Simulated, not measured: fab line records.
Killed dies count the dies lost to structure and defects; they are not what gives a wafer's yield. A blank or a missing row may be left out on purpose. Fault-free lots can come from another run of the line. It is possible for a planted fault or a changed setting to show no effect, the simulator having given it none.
A lot that was struck, set against a sound lot ; flow sky130 ; 15 steps out of a route of 708
Sound: these wafers, L668.2, L668.5, L668.6. Wafers struck: L680.1, L680.3, L680.6. The cause is given at the end.
Per side, at each step with rows, come the tool, then ch with its chambers, and then its first start. Under that, the readings that differ: sound wafers ; struck wafers ; difference of the means ; sigmas: that difference in standard deviations of wafers without a fault.
alike: same words and numbers on both sides, and readings whose means sit less than 2 such deviations apart. not compared: any withheld reading, any reading some wafer has no value for, any bound like >300 that may hide the same value, and any number with overlapping values for which the record gives no deviation.
Wherever a step has rows on one side only, a row that says differs or no value, or a row with sigmas, the two part there. Non-overlapping numbers with no deviation appear without sigmas and do not part them. A reading missing from all wafers of one side parts the sides only when that side holds two or more wafers.

SKY_VIA4_THK_MEAS_01:
  struck on film-metro-02, day 47 16:39; sound on film-metro-02, day 44 18:50
  alike: VIA4_HDPCVD_THK
SKY_VIA4_CMP_02: polishes SiO2.
  sound on cmp-02 ch 0,1,3, day 44 23:11; struck on cmp-01 ch 0,2,3, day 47 16:46
  alike: motor-current-A
SKY_VIA4_BOW_MEAS_03:
  struck on film-metro-02, day 47 17:01; sound on film-metro-02, day 44 23:22
reading;sound;struck;difference;sigmas
VIA4_BOW (um);93 81 85;64 63 73;-20;-2
then, 7 steps without rows for these wafers: SKY_VIA4_DEHYDRATE_04 (time 60 s); SKY_VIA4_HMDS_05 (prime time 60 s); SKY_VIA4_COAT_06 (resist thk 1140 nm); SKY_VIA4_SOFTBAKE_07 (time 60 s); SKY_VIA4_EXPOSE_08 (exposes mask VIM4, target cd 800 nm); SKY_VIA4_PEB_09; SKY_VIA4_DEVELOP_10 (develop time 60 s).
SKY_VIA4_OVL_MEAS_11:
  struck on overlay-01, day 48 12:29; sound on overlay-02, day 45 19:29
  alike: VIA4_OVL
SKY_VIA4_ETCH_12: etches SiO2 in C4F8/O2/Ar, stops on TiN, target depth 580 nm.
  sound on rie-diel-03 ch 0,3, day 45 19:31; struck on rie-diel-02 ch 1,2, day 48 12:32
  alike: oes-product-au
SKY_VIA4_STRIP_13: strips in O2/N2.
  sound on plasma-asher-04 ch 0,1, day 45 19:35; struck on plasma-asher-04 ch 0, day 48 12:36
  no value came back on the struck wafers for chamber-pressure-mTorr (mTorr), drypump-motor-current-A (A), oes-product-au (a.u.), strip-time-to-endpoint-s (s); on the sound wafers chamber-pressure-mTorr (mTorr) reads 1500.0 1499.9 1499.2
reading;sound;struck;difference;sigmas
model.NOVOLAK_of_VIA4_COAT_06.thk-nm (nm);0 0 0;1004 1010 1007;+1007;
  not compared: rf-hours-counter-h
then, 1 step without rows for these wafers: SKY_VIA4_STRIP_14 (strips in post etch residue remover, time 1200 s).
-- the record jumps here: 2 days lie between the struck wafers' starts before and after (it left off in module VIA4 and takes up again in module PAD_OPEN, whose first step shown is number 708 of the route) --
SKY_PAD_OPEN_PROBE_99:
  struck on prober-01, day 50 19:52; sound on prober-01, day 48 14:29
reading;sound;struck;difference;sigmas
hold;- - -;await-dispo/2.5h/scrap await-dispo/2.5h/scrap await-dispo/2.5h/scrap;no value on the sound wafers;
defect-limited-yield (%);81.1 80.9 81.5;0.4 0.8 0.4;-80.6;-42
killed_at_M0_to_M3;43 54 45;10 3 6;-41;-6
killed_at_M4_up;2 1 2;477 476 470;+473;+99 or more
killed-at-contacts;26 30 30;3 7 8;-23;-4
killed-at-front-end;22 9 13;0 2 6;-12;-3
killed-dies;93 94 91;490 488 490;+397;+43
killed-on-rim;20 18 24;96 96 96;+75;+19
killed-open;49 52 53;8 11 12;-41;-6
killed-short;44 42 38;5 2 8;-36;-6
sort_bin_3_pad_short (%);0.8 0.8 1.4;22.4 22.2 25.8;+22.5;+53
sort_bin_5_function (%);10.8 10.8 11.0;74.2 74.0 70.7;+62.1;+41
sort_bin_6_memory (%);7.3 7.5 6.1;3.0 3.0 3.0;-4.0;-4
sort-n-pass;399 398 401;2 4 2;-397;-43
sort-yield-pct (%);81.1 80.9 81.5;0.4 0.8 0.4;-80.6;-42
  alike: killed-at-other

## WHERE THEY PART
At SKY_VIA4_BOW_MEAS_03 first; at SKY_PAD_OPEN_PROBE_99 last (within this record only).

WHY: whatever the simulator had introduced
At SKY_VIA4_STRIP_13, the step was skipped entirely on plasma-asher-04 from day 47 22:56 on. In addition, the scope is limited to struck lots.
